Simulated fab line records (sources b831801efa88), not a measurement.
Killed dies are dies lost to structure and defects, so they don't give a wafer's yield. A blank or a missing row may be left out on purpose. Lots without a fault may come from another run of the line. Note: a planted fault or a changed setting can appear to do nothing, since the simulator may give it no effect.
One fault through the eyes of 2 desks | flow gf180mcu | what lay behind the numbers comes last; until then each desk has only its own

== FROM THE METROLOGY DESK ==
Lot by lot, what the gauges showed, no matter which tool ran the lot: averages of those sampled wafers that carry a number. Any lot whose mean is over 4 standard deviations away from the usual mean is out of limits and marked OUT; that distance is given in the brackets.
Columns: A = cd-nm at GF_STI_CD_MEAS_12, usual 220.5 nm; B = NWELL_TW at GF_NWELL_TW_MEAS_11, usual 1563; C = NWELL_RS at GF_VT_IMPLANT_RS_MEAS_47, usual 488.0 ohm/sq
lot  | first seen here | A     | B              | C
L642 | day 2 01:29     | 218.9 | 1562           | 487.6
L645 | day 2 17:24     | 219.0 | 1550           | 489.2
L647 | day 3 03:06     | 222.4 | 1560           | 487.7
L648 | day 3 08:41     | 219.5 | 1571           | 486.4
L651 | day 3 23:08     | 219.6 | 1735 (+17) OUT | 636.2 (+99 or more) OUT
L652 | day 4 05:45     | 222.0 | 1726 (+16) OUT | 634.7 (+99 or more) OUT
L653 | day 4 10:41     | 220.2 | 1735 (+17) OUT | 635.2 (+99 or more) OUT
L656 | day 5 01:34     | 221.0 | 1549           | 488.4
L658 | day 5 11:27     | 220.0 | 1584           | 489.5
L659 | day 5 16:42     | 221.5 | 1562           | 487.7
L660 | day 5 22:47     | 220.3 | 1562           | 488.9
L663 | day 6 13:57     | 219.2 | 1569           | 488.4
L664 | day 6 18:47     | 222.5 | 1568           | 485.5
This desk's result: L651, L652, L653 out of limits, first on L651 (NWELL_TW at GF_NWELL_TW_MEAS_11), day 5 08:01. In limits: L642, L645, L647, L648, L656, L658, L659, L660, L663, L664.

== DESK OF THE TOOL OWNER: implanter-01 ==
The tool's own readings at GF_NWELL_IMPLANT_08, given as means over the sampled wafers that have a number, one for each lot that went through this tool. Any lot whose mean is over 4 standard deviations away from the usual mean is out of limits and marked OUT; that distance is given in the brackets.
Columns: A = tilt-deg at GF_NWELL_IMPLANT_08, usual -0.001 degrees
lot  | first seen here | A
L645 | day 3 23:46     | -0.007
L647 | day 4 10:23     | 0.005
L648 | day 4 18:01     | -0.011
L651 | day 5 07:37     | 3.492 (+99 or more) OUT
L652 | day 5 15:40     | 3.490 (+99 or more) OUT
L653 | day 5 19:56     | 3.483 (+99 or more) OUT
L663 | day 8 03:05     | -0.002
Finding of this desk: L651, L652, L653 out of limits; the first was L651 at day 5 07:37, on tilt-deg at GF_NWELL_IMPLANT_08. In limits: L645, L647, L648, L663.

== TAKEN TOGETHER ==
At day 5 07:37, on L651, L652, L653, the tool owner's desk was in a position to raise an alarm.
The metrology desk could have raised an alarm at day 5 08:01, on L651, L652, L653.
Of the lots named, all ran GF_NWELL_IMPLANT_08 on implanter-01.

== WHAT THE SIMULATOR HAD INSERTED ==
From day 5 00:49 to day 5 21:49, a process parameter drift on implanter-01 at GF_NWELL_IMPLANT_08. Setting tilt-deg shifted by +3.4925 from 0. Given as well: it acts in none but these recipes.
Shown lots that were struck: L651, L652, L653.
Time in hours from fault onset to the first out-of-limits reading at each desk: tool owner's desk 7, metrology desk 7.
